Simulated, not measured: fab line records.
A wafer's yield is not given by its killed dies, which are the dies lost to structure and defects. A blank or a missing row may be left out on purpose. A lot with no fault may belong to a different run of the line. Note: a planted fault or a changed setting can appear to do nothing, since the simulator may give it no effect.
fab line records	flow sky130
record: lots: 12	wafers: 36	lastDay: 50
route steps=708 shown NWELL@81 VT_ADJUST_HVTP@96 VT_ADJUST_LVTN@115 VT_ADJUST_PCH@147 PAD_OPEN@708
lots untouched by any fault: they come from a run of this same line in which no faults occurred
startH: start of the lot's first displayed wafer, in hours after the record's first day	waitH: how many hours have passed since the lot's step before this one	" repeats the value in the row above	L1.1+2: several wafers, shown together as one row	- value missing, or start not given	* or withheld: withheld	< > ~ a bound
route shown NAME@n: a module of which the file shows steps, and the number in the route of the first	usual: the fault-free wafers' mean and standard deviation	same: alike in all rows	chamber/n: place in a boat	sites: readings site by site	_std_site: their standard deviation	_edge_site: mean of outer sites minus mean of inner sites	radiusMm: for every site, how far away it sits from the centre of the wafer	mask NAME#n: copy n	behind: the tool/chamber that last shaped the wafer	hold: what put the lot on hold/how long, in hours/how the hold closed	device: transistor that didn't switch, given as n, p or np	end of line: tests of these same wafers at the route's end	for a step that has no rows: nothing shown but its recipe	killed: count of dies lost to structure and defects at first sort (not the wafer's yield)	map: per-die view of a wafer (x killed, . not killed, _ where there is no die)
set.NAME: the setting as run; set.NAME@STEP: as run at that earlier step	model.NAME: the simulator's own value behind a step, which no gauge read
a sample of lots followed through the steps of the route, with each step as a table and each wafer as a row
services: when a tool's chamber went out of use (startH, in hours from the record's first day, below 0 if earlier), for how many hours, and the reason
== steps ==
step: SKY_NWELL_RTA_28
recipe: tempC: 1050	timeS: 30	idleTempC: 650	rampUpCPerS: 150	rampDownCPerS: 90	ambient: N2
usual: lampPowerPct: 25.30/0.058	wafer_temp_C_max: 1055.0/1
lot.wafer	tool	chamber	startH	waitH	lampPowerPct	wafer_temp_C_max
L684.1	rtpAnneal-01	0	119.53	0.0	25.27	1054.8
L684.4	"	0	"	"	25.35	1054.9
L684.6	"	0	"	"	25.36	1054.7
L685.1	rtpAnneal-01	0	125.80	0.0	25.37	1054.6
L685.3	"	0	"	"	25.16	1055.6
L685.6	"	0	"	"	25.33	1054.6
L687.1	rtpAnneal-01	0	140.85	0.0	25.19	1054.6
L687.2	"	0	"	"	25.36	1055.0
L687.6	"	0	"	"	25.36	1056.0
L688.1	rtpAnneal-02	0	144.88	0.0	25.33	1055.4
L688.4	"	0	"	"	25.20	1054.8
L688.5	"	0	"	"	25.33	1054.4
L689.3	rtpAnneal-01	0	149.09	0.0	25.41	1054.2
L689.5	"	0	"	"	25.24	1057.0
L689.6	"	0	"	"	25.27	1055.1
L690.1	rtpAnneal-01	0	159.15	0.0	25.31	1053.8
L690.2	"	0	"	"	25.24	1056.3
L690.5	"	0	"	"	25.36	1056.0
L691.2	rtpAnneal-02	0	166.32	0.0	25.37	1054.0
L691.4	"	0	"	"	25.25	1053.8
L691.6	"	0	"	"	25.31	1056.0
L694.1	rtpAnneal-02	0	180.73	0.0	25.33	1054.7
L694.2	"	0	"	"	25.22	1056.1
L694.3	"	0	"	"	25.32	1055.3
L696.3	rtpAnneal-01	0	196.79	0.0	25.30	1055.8
L696.4	"	0	"	"	25.33	1055.8
L696.5	"	0	"	"	25.25	1055.4
L700.2	rtpAnneal-02	0	222.51	0.0	25.24	1054.3
L700.3	"	0	"	"	25.25	1055.2
L700.5	"	0	"	"	25.38	1053.9
L702.2	rtpAnneal-01	0	233.15	0.0	25.30	1054.3
L702.4	"	0	"	"	25.46	1054.8
L702.5	"	0	"	"	25.32	1054.8
L704.1	rtpAnneal-02	0	242.60	0.0	25.26	1056.9
L704.4	"	0	"	"	25.32	1054.9
L704.5	"	0	"	"	25.25	1054.8
step: SKY_VT_ADJUST_HVTP_TW_MEAS_11
usual: VT_ADJUST_HVTP_TW: 1353/11
lot.wafer	tool	chamber	startH	waitH	VT_ADJUST_HVTP_TW
L684.1	filmMetro-03	-	137.66	0.1	1341
L684.4	"	-	"	"	1346
L684.6	"	-	"	"	1336
L685.1	filmMetro-03	-	144.63	0.1	1354
L685.3	"	-	"	"	1348
L685.6	"	-	"	"	1357
L687.1	filmMetro-04	-	161.23	0.1	1361
L687.2	"	-	"	"	1363
L687.6	"	-	"	"	1361
L688.1	filmMetro-02	-	165.69	0.1	1365
L688.4	"	-	"	"	1367
L688.5	"	-	"	"	1370
L689.3	filmMetro-03	-	169.11	0.1	1348
L689.5	"	-	"	"	1343
L689.6	"	-	"	"	1341
L690.1	filmMetro-03	-	180.31	0.1	1340
L690.2	"	-	"	"	1345
L690.5	"	-	"	"	1347
L691.2	filmMetro-02	-	188.27	0.1	1358
L691.4	"	-	"	"	1354
L691.6	"	-	"	"	1360
L694.1	filmMetro-04	-	203.41	0.1	1342
L694.2	"	-	"	"	1343
L694.3	"	-	"	"	1341
L696.3	filmMetro-02	-	219.38	0.1	1366
L696.4	"	-	"	"	1369
L696.5	"	-	"	"	1367
L700.2	filmMetro-03	-	245.57	0.1	1355
L700.3	"	-	"	"	1351
L700.5	"	-	"	"	1351
L702.2	filmMetro-03	-	256.82	0.1	1349
L702.4	"	-	"	"	1348
L702.5	"	-	"	"	1346
L704.1	filmMetro-03	-	267.61	0.1	1348
L704.4	"	-	"	"	1338
L704.5	"	-	"	"	1344
step: SKY_VT_ADJUST_LVTN_OVL_MEAS_18
usual: VT_ADJUST_LVTN_01_OVL: -0.3/1.4
lot.wafer	tool	chamber	startH	waitH	VT_ADJUST_LVTN_01_OVL[nm]
L684.1	overlay-01	-	176.96	0.1	0.8
L684.4	"	-	"	"	1.3
L684.6	"	-	"	"	1.8
L685.1	overlay-01	-	186.18	0.1	1.7
L685.3	"	-	"	"	1.2
L685.6	"	-	"	"	0.9
L687.1	overlay-02	-	204.08	0.1	1.4
L687.2	"	-	"	"	1.7
L687.6	"	-	"	"	1.1
L688.1	overlay-02	-	209.35	0.1	-0.8
L688.4	"	-	"	"	2.3
L688.5	"	-	"	"	0.2
L689.3	overlay-01	-	212.49	0.1	-2.5
L689.5	"	-	"	"	-2.1
L689.6	"	-	"	"	-4.0
L690.1	overlay-01	-	224.65	0.1	2.2
L690.2	"	-	"	"	1.1
L690.5	"	-	"	"	3.9
L691.2	overlay-01	-	232.76	0.1	1.5
L691.4	"	-	"	"	1.8
L691.6	"	-	"	"	0.5
L694.1	overlay-01	-	247.26	0.1	-1.1
L694.2	"	-	"	"	0.6
L694.3	"	-	"	"	0.1
L696.3	overlay-01	-	266.76	0.1	-3.2
L696.4	"	-	"	"	-1.9
L696.5	"	-	"	"	-1.2
L700.2	overlay-01	-	296.11	0.1	1.3
L700.3	"	-	"	"	2.3
L700.5	"	-	"	"	1.9
L702.2	overlay-01	-	306.56	0.1	-1.7
L702.4	"	-	"	"	-1.1
L702.5	"	-	"	"	-1.6
L704.1	overlay-02	-	318.08	0.1	-1.0
L704.4	"	-	"	"	-1.4
L704.5	"	-	"	"	-0.9
step: SKY_VT_ADJUST_PCH_EXPOSE_04
recipe: maskId: NWM	na: 0.6	sourceShape: conventional	sigmaOuter: 0.6	polarization: unpolarized	targetCdNm: 840	doseMj: 255
usual: reticleTempC: 22.99/0.1
lot.wafer	tool	chamber	startH	waitH	mask	reticleTempC
L684.1	ilineStepper-02	0	234.13	-	NWM#0	22.96
L684.4	"	0	"	"	NWM#0	22.88
L684.6	"	0	"	"	NWM#0	23.03
L685.1	ilineStepper-02	0	241.30	-	NWM#0	22.90
L685.3	"	0	"	"	NWM#0	22.86
L685.6	"	0	"	"	NWM#0	23.15
L687.1	ilineStepper-02	0	261.38	-	NWM#0	23.15
L687.2	"	0	"	"	NWM#0	23.18
L687.6	"	0	"	"	NWM#0	23.07
L688.1	ilineStepper-02	0	268.12	-	NWM#0	23.11
L688.4	"	0	"	"	NWM#0	23.14
L688.5	"	0	"	"	NWM#0	23.07
L689.3	ilineStepper-02	0	271.30	-	NWM#0	22.90
L689.5	"	0	"	"	NWM#0	22.90
L689.6	"	0	"	"	NWM#0	22.88
L690.1	ilineStepper-02	0	284.45	-	NWM#0	23.09
L690.2	"	0	"	"	NWM#0	23.02
L690.5	"	0	"	"	NWM#0	22.90
L691.2	ilineStepper-02	0	293.64	-	NWM#0	23.00
L691.4	"	0	"	"	NWM#0	22.83
L691.6	"	0	"	"	NWM#0	23.02
L694.1	ilineStepper-02	0	312.28	-	HVTRM#0	22.97
L694.2	"	0	"	"	HVTRM#0	22.85
L694.3	"	0	"	"	HVTRM#0	22.91
L696.3	ilineStepper-02	0	331.97	-	NWM#0	23.09
L696.4	"	0	"	"	NWM#0	22.97
L696.5	"	0	"	"	NWM#0	23.01
L700.2	ilineStepper-02	0	364.08	-	NWM#0	22.90
L700.3	"	0	"	"	NWM#0	22.96
L700.5	"	0	"	"	NWM#0	23.05
L702.2	ilineStepper-02	0	377.06	-	NWM#0	23.07
L702.4	"	0	"	"	NWM#0	23.04
L702.5	"	0	"	"	NWM#0	22.97
L704.1	ilineStepper-02	0	388.64	-	NWM#0	22.98
L704.4	"	0	"	"	NWM#0	22.93
L704.5	"	0	"	"	NWM#0	22.99
step: SKY_VT_ADJUST_PCH_OVL_MEAS_07
usual: VT_ADJUST_PCH_OVL: -0.8/1.3
lot.wafer	tool	chamber	startH	waitH	VT_ADJUST_PCH_OVL[nm]
L684.1	overlay-01	-	244.86	-	0.5
L684.4	"	-	"	"	-1.9
L684.6	"	-	"	"	-1.4
L685.1	overlay-02	-	252.79	-	-1.0
L685.3	"	-	"	"	-1.6
L685.6	"	-	"	"	-1.5
L687.1	overlay-01	-	273.48	-	0.6
L687.2	"	-	"	"	-0.7
L687.6	"	-	"	"	0.9
L688.1	overlay-01	-	280.11	-	-0.7
L688.4	"	-	"	"	-0.4
L688.5	"	-	"	"	-0.7
L689.3	overlay-01	-	283.20	-	-2.1
L689.5	"	-	"	"	-3.0
L689.6	"	-	"	"	-1.9
L690.1	overlay-02	-	297.06	-	1.2
L690.2	"	-	"	"	-1.5
L690.5	"	-	"	"	-0.4
L691.2	overlay-01	-	306.48	-	-0.7
L691.4	"	-	"	"	-1.4
L691.6	"	-	"	"	-0.2
L694.1	overlay-01	-	325.33	-	-
L694.2	"	-	"	"	-
L694.3	"	-	"	"	-
L696.3	overlay-02	-	345.17	-	-0.5
L696.4	"	-	"	"	0.7
L696.5	"	-	"	"	-1.9
L700.2	overlay-02	-	378.41	-	-3.7
L700.3	"	-	"	"	-2.7
L700.5	"	-	"	"	-2.9
L702.2	overlay-01	-	391.46	-	-1.9
L702.4	"	-	"	"	-2.9
L702.5	"	-	"	"	-2.3
L704.1	overlay-01	-	403.14	-	-2.3
L704.4	"	-	"	"	-3.1
L704.5	"	-	"	"	-3.5
step: SKY_VT_ADJUST_PCH_TW_MEAS_10
usual: VT_ADJUST_PCH_TW: 143.2/1.3
lot.wafer	tool	chamber	startH	waitH	VT_ADJUST_PCH_TW
L684.1	filmMetro-04	-	245.14	0.1	140.1
L684.4	"	-	"	"	140.9
L684.6	"	-	"	"	140.6
L685.1	filmMetro-02	-	253.07	0.1	144.5
L685.3	"	-	"	"	143.7
L685.6	"	-	"	"	144.3
L687.1	filmMetro-02	-	273.76	0.1	143.8
L687.2	"	-	"	"	143.9
L687.6	"	-	"	"	143.8
L688.1	filmMetro-03	-	280.39	0.1	142.0
L688.4	"	-	"	"	142.3
L688.5	"	-	"	"	142.9
L689.3	filmMetro-02	-	283.49	0.1	144.0
L689.5	"	-	"	"	143.2
L689.6	"	-	"	"	144.0
L690.1	filmMetro-02	-	297.34	0.1	144.4
L690.2	"	-	"	"	143.3
L690.5	"	-	"	"	142.7
L691.2	filmMetro-03	-	306.77	0.1	140.9
L691.4	"	-	"	"	142.8
L691.6	"	-	"	"	142.0
L694.1	filmMetro-02	-	325.61	0.1	30.2
L694.2	"	-	"	"	30.3
L694.3	"	-	"	"	30.2
L696.3	filmMetro-03	-	345.50	0.1	143.3
L696.4	"	-	"	"	144.3
L696.5	"	-	"	"	144.1
L700.2	filmMetro-03	-	378.70	0.1	144.7
L700.3	"	-	"	"	143.7
L700.5	"	-	"	"	143.5
L702.2	filmMetro-03	-	391.75	0.1	143.2
L702.4	"	-	"	"	143.7
L702.5	"	-	"	"	142.9
L704.1	filmMetro-02	-	403.42	0.1	143.8
L704.4	"	-	"	"	143.7
L704.5	"	-	"	"	142.3
step: SKY_PAD_OPEN_PROBE_99
usual: killed_at_M0_to_M3: 43/6.7	killed_at_M4_up: 3.1/1.9	killedAtContacts: 25/5	killedAtFrontEnd: 15/4	killedAtOther: 0.4/0.69	killedDies: 87/9.2	killedOnRim: 17/3.6	killedOpen: 46/7.1	killedShort: 40/6.8
same: grossDies: 492	killedAtBackSide: 0
lot.wafer	tool	chamber	startH	waitH	killed_at_M0_to_M3	killed_at_M4_up	killedAtContacts	killedAtFrontEnd	killedAtOther	killedDies	killedOnRim	killedOpen	killedShort
L684.1	prober-01	-	1101.79	0.1	42	6	28	12	0	88	19	43	45
L684.4	prober-01	-	1101.94	0.2	36	5	24	17	2	84	20	46	38
L684.6	prober-01	-	1102.04	0.2	34	3	25	12	0	74	12	37	35
L687.1	prober-01	-	1116.88	0.1	47	9	23	13	0	92	19	53	39
L687.2	prober-01	-	1116.93	0.1	48	5	25	18	0	96	17	53	43
L687.6	prober-01	-	1117.13	0.2	43	3	24	11	0	81	18	48	33
L689.3	prober-01	-	1127.06	0.2	39	4	26	22	0	91	17	58	33
L689.5	prober-01	-	1127.16	0.2	33	6	19	15	0	73	15	43	29
L689.6	prober-01	-	1127.21	0.2	40	4	26	18	0	88	20	52	36
L690.1	prober-02	-	1129.51	0.1	35	3	35	12	1	86	17	49	37
L690.2	prober-02	-	1129.56	0.1	38	2	24	16	0	80	19	41	39
L690.5	prober-02	-	1129.71	0.2	40	6	30	12	0	88	21	36	51
L694.1	prober-01	-	1155.94	0.1	43	1	26	422	0	492	96	44	42
L694.2	prober-01	-	1155.99	0.1	55	5	25	407	0	492	96	42	53
L694.3	prober-01	-	1156.04	0.2	38	2	31	421	0	492	96	46	38
killed by level:class
L684.1 CONTACT:geometricParticle:open=10 LI_CONTACT:geometricParticle:open=9 VIA1:geometricParticle:open=8 METAL2:geometricParticle:short=7 METAL1:geometricParticle:short=6 VIA1:geometricParticle:short=5 METAL4:geometricParticle:short=5 LOCAL_INTERCONNECT:geometricParticle:short=4
L684.4 CONTACT:geometricParticle:open=10 VIA1:geometricParticle:short=7 FIELD_ISO:geometricParticle:short=6 VIA1:geometricParticle:open=6 METAL2:geometricParticle:short=6 FIELD_ISO:geometricParticle:open=5 LI_CONTACT:geometricParticle:open=5 LOCAL_INTERCONNECT:geometricParticle:short=5
L684.6 CONTACT:geometricParticle:open=10 METAL1:geometricParticle:short=7 VIA1:geometricParticle:open=7 LI_CONTACT:geometricParticle:short=5 VIA3:geometricParticle:open=5 LOCAL_INTERCONNECT:geometricParticle:short=4 POLY_GATE:geometricParticle:short=3 CONTACT:geometricParticle:short=3
L687.1 CONTACT:geometricParticle:open=11 VIA1:geometricParticle:open=10 VIA3:geometricParticle:open=10 POLY_GATE:geometricParticle:short=7 LI_CONTACT:geometricParticle:open=6 VIA2:geometricParticle:open=5 VIA2:geometricParticle:short=5 METAL1:geometricParticle:short=4
L687.2 CONTACT:geometricParticle:open=9 METAL2:geometricParticle:short=9 VIA1:geometricParticle:open=9 LI_CONTACT:geometricParticle:open=8 POLY_GATE:geometricParticle:open=5 METAL1:geometricParticle:short=5 VIA2:geometricParticle:open=5 VIA3:geometricParticle:open=5
L687.6 VIA1:geometricParticle:open=11 LI_CONTACT:geometricParticle:open=9 VIA3:geometricParticle:open=8 CONTACT:geometricParticle:open=7 METAL2:geometricParticle:short=5 VIA3:geometricParticle:short=5 VIA2:geometricParticle:open=4 VIA1:geometricParticle:short=4
L689.3 CONTACT:geometricParticle:open=12 VIA1:geometricParticle:open=12 VIA3:geometricParticle:open=6 FIELD_ISO:geometricParticle:open=5 LI_CONTACT:geometricParticle:open=5 METAL1:geometricParticle:short=5 FIELD_ISO:geometricParticle:short=4 POLY_GATE:geometricParticle:short=4
L689.5 VIA1:geometricParticle:open=8 CONTACT:geometricParticle:open=8 POLY_GATE:geometricParticle:short=7 VIA2:geometricParticle:open=6 LI_CONTACT:geometricParticle:open=5 VIA3:geometricParticle:open=4 POLY_GATE:geometricParticle:open=3 METAL1:geometricParticle:short=3
L689.6 VIA1:geometricParticle:open=15 CONTACT:geometricParticle:open=13 METAL1:geometricParticle:short=5 LI_CONTACT:geometricParticle:open=5 FIELD_ISO:geometricParticle:short=4 POLY_GATE:geometricParticle:open=4 LI_CONTACT:geometricParticle:short=4 VIA1:geometricParticle:short=4
L690.1 CONTACT:geometricParticle:open=18 VIA1:geometricParticle:open=7 LOCAL_INTERCONNECT:geometricParticle:short=7 CONTACT:geometricParticle:short=7 FIELD_ISO:geometricParticle:open=5 VIA2:geometricParticle:open=5 METAL2:geometricParticle:short=4 VIA3:geometricParticle:open=4
L690.2 LI_CONTACT:geometricParticle:open=8 CONTACT:geometricParticle:open=7 VIA1:geometricParticle:short=6 VIA1:geometricParticle:open=6 CONTACT:geometricParticle:short=5 FIELD_ISO:geometricParticle:open=4 METAL1:geometricParticle:short=4 VIA2:geometricParticle:short=4
L690.5 CONTACT:geometricParticle:short=9 CONTACT:geometricParticle:open=8 VIA1:geometricParticle:open=7 LOCAL_INTERCONNECT:geometricParticle:short=7 FIELD_ISO:geometricParticle:short=5 VIA1:geometricParticle:short=5 METAL2:geometricParticle:short=5 VIA2:geometricParticle:open=4
L694.1 VT_ADJUST_PCH:areaExpose=406 VIA1:geometricParticle:open=10 LI_CONTACT:geometricParticle:open=9 VIA1:geometricParticle:short=9 CONTACT:geometricParticle:open=8 CONTACT:geometricParticle:short=7 METAL1:geometricParticle:short=7 POLY_GATE:geometricParticle:short=5
L694.2 VT_ADJUST_PCH:areaExpose=393 VIA1:geometricParticle:short=10 VIA1:geometricParticle:open=10 METAL1:geometricParticle:short=9 CONTACT:geometricParticle:open=8 VIA2:geometricParticle:open=7 METAL2:geometricParticle:short=6 CONTACT:geometricParticle:short=5
L694.3 VT_ADJUST_PCH:areaExpose=406 CONTACT:geometricParticle:open=9 LI_CONTACT:geometricParticle:open=8 FIELD_ISO:geometricParticle:open=7 VIA1:geometricParticle:short=7 CONTACT:geometricParticle:short=6 VIA1:geometricParticle:open=6 VIA2:geometricParticle:short=6
== services ==
tool	chamber	startH	hours	kind
ilineStepper-02	-	132.06	1.7	pm
ilineStepper-02	-	139.80	4.4	pm
rtpAnneal-01	-	223.61	3.4	pm
ilineStepper-02	0	225.52	-	calibration
ilineStepper-02	-	350.24	1.7	pm
rtpAnneal-02	-	374.42	6.0	pm
== key ==
firstSign: step: SKY_VT_ADJUST_PCH_EXPOSE_04	reading: mask	direction: changed
effect: step: SKY_VT_ADJUST_PCH_OVL_MEAS_07	reading: VT_ADJUST_PCH_OVL	direction: missing
effect: step: SKY_VT_ADJUST_PCH_TW_MEAS_10	reading: VT_ADJUST_PCH_TW	direction: down	sigmas: 88	usual: 143.2	struck: 30.3
effect: step: SKY_PAD_OPEN_PROBE_99	reading: killedAtFrontEnd	direction: up	sigmas: 99+	usual: 15	struck: 417
moreKillsBornAt: SKY_VT_ADJUST_PCH_EXPOSE_04@ilineStepper-02: 1205
metAt SKY_VT_ADJUST_PCH_EXPOSE_04
struckLots L694
testerLeftOut L694
notActingAt SKY_NWELL_RTA_28,SKY_VT_ADJUST_HVTP_TW_MEAS_11,SKY_VT_ADJUST_LVTN_OVL_MEAS_18
onsetBetween 293.64 312.28
fault: kind: wrongMask	tool: any	chamber: -	onsetH: 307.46	steps: SKY_VT_ADJUST_PCH_EXPOSE_04	auxCopy: HVTRM#0	scope: struckLotsOnly
testerLeftOut: of these lots the tester's yield and bins aren't shown, on N5 and GAA mostly nor the transistor test; their killed dies are dies lost to structure and defects alone, not to doping, threshold or leakage, so they don't give the yield
